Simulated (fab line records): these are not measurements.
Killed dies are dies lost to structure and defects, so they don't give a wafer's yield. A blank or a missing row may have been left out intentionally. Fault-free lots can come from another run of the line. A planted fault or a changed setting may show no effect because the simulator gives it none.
Comparing a struck lot with a sound one	flow gf180mcu	18 out of 602 route steps
Sound: these wafers, L510.1, L510.2, L510.5. Wafers L518.3, L518.4, L518.6 were the ones struck. Last of all comes the cause.
Order at every step that has rows: each side's tool, ch and its chambers, its first start. Under that, the readings that differ: sound wafers	struck wafers	difference of the means	sigmas: that difference in standard deviations of wafers without a fault.
alike: readings with means less than 2 such deviations apart, plus words and numbers identical on both sides. not compared: withheld readings, readings lacking a value on some wafer, bounds such as >300 that could conceal the same value, and numbers that have no deviation in the record and whose values overlap.
Wherever a step has rows on one side only, a row that says differs or no value, or a row with sigmas, the two part there. When numbers do not overlap yet have no deviation, they are printed without sigmas and do not part them. A reading missing from all wafers of one side parts the sides only when that side holds two or more wafers.

GF_POLY_GATE_OVL_MEAS_11:
  sound: overlay-01 at day 10 23:35; struck: overlay-01 at day 13 01:20
  alike: POLY_GATE_OVL
GF_POLY_GATE_ETCH_12: etches BARC in N2/H2.
  sound on rieDiel-04 ch 0,1,3, day 10 23:37; struck on rieDiel-02 ch 0,2,3, day 13 01:22
  alike: drypumpMotorCurrentA, oesProductAu, throttleValvePct
GF_POLY_GATE_ETCH_13: etches poly-Si in HBr/Cl2, stops on SiO2, target depth 198.5 nm, time 69.6 s.
  sound on rieSi-02 ch 1,2,3, day 10 23:40; struck on rieSi-01 ch 0,2, day 13 01:25
  alike: drypumpMotorCurrentA, oesProductAu, throttleValvePct
  not compared: rfHoursCounterH
GF_POLY_GATE_STRIP_14: strips in O2/N2.
  sound on plasmaAsher-04 ch 0,1, day 10 23:43; struck on plasmaAsher-01 ch 0,1, day 13 01:30
reading	sound	struck	difference	sigmas
drypumpMotorCurrentA (A)	6.0 5.7 6.0	5.0 5.2 5.2	-0.8	-2
  alike: heaterPowerW, oesProductAu
  not compared: rfHoursCounterH
then, 2 steps without rows for these wafers: GF_POLY_GATE_CLEAN_15 (cleans in SC1/SC2, time 150 s); GF_POLY_GATE_OXIDATION_16 (stabilise 600 s, purge 300 s, target thk 4 nm).
GF_POLY_GATE_THK_MEAS_17:
  sound: filmMetro-02 at day 11 01:07; struck: filmMetro-02 at day 13 02:53
  alike: POLY_GATE_OXIDATION_THK
GF_POLY_GATE_CD_MEAS_18:
  sound: cdSem-01 at day 11 01:11; struck: cdSem-02 at day 13 02:59
  alike: cdNm
then, 4 steps without rows for these wafers: GF_HV_LDD_DEHYDRATE_00 (time 60 s); GF_HV_LDD_HMDS_01 (prime time 60 s); GF_HV_LDD_COAT_02 (resist thk 1000 nm); GF_HV_LDD_SOFTBAKE_03 (time 60 s).
GF_HV_LDD_EXPOSE_04: exposes mask Nplus LV AREA, target cd 400 nm.
  sound on ilineStepper-02 ch 0, day 11 10:43; struck on ilineStepper-02 ch 0, day 13 13:51
reading	sound	struck	difference	sigmas
mask	Nplus_LV_AREA#0 Nplus_LV_AREA#0 Nplus_LV_AREA#0	Nplus_LV_AREA_R1#0 Nplus_LV_AREA_R1#0 Nplus_LV_AREA_R1#0	differs	
then, 2 steps without rows for these wafers: GF_HV_LDD_PEB_05; GF_HV_LDD_DEVELOP_06 (develop time 60 s).
GF_HV_LDD_CD_MEAS_07: the cd target is 400 nm.
  sound: cdSem-01 at day 11 20:22; struck: cdSem-02 at day 14 00:21
reading	sound	struck	difference	sigmas
cdNm (nm)	401.7 404.0 403.3	320.7 321.4 321.4	-81.8	-30
GF_HV_LDD_OVL_MEAS_08:
  sound: overlay-01 at day 11 20:29; struck: overlay-01 at day 14 00:26
  alike: HV_LDD_OVL
-- a jump in the record: the struck wafers' starts before and after are 19 days apart (it breaks off in module HV_LDD and resumes in module PASSIVATION, where the first step shown is number 602 of the route) --
GF_PASSIVATION_PROBE_99:
  the record has rows for the struck wafers here (prober-02, day 32 18:59) and none for the sound ones

## WHERE THEY PART
At GF_POLY_GATE_STRIP_14 first; at GF_PASSIVATION_PROBE_99 last (within this record only).

WHY: whatever the simulator had introduced
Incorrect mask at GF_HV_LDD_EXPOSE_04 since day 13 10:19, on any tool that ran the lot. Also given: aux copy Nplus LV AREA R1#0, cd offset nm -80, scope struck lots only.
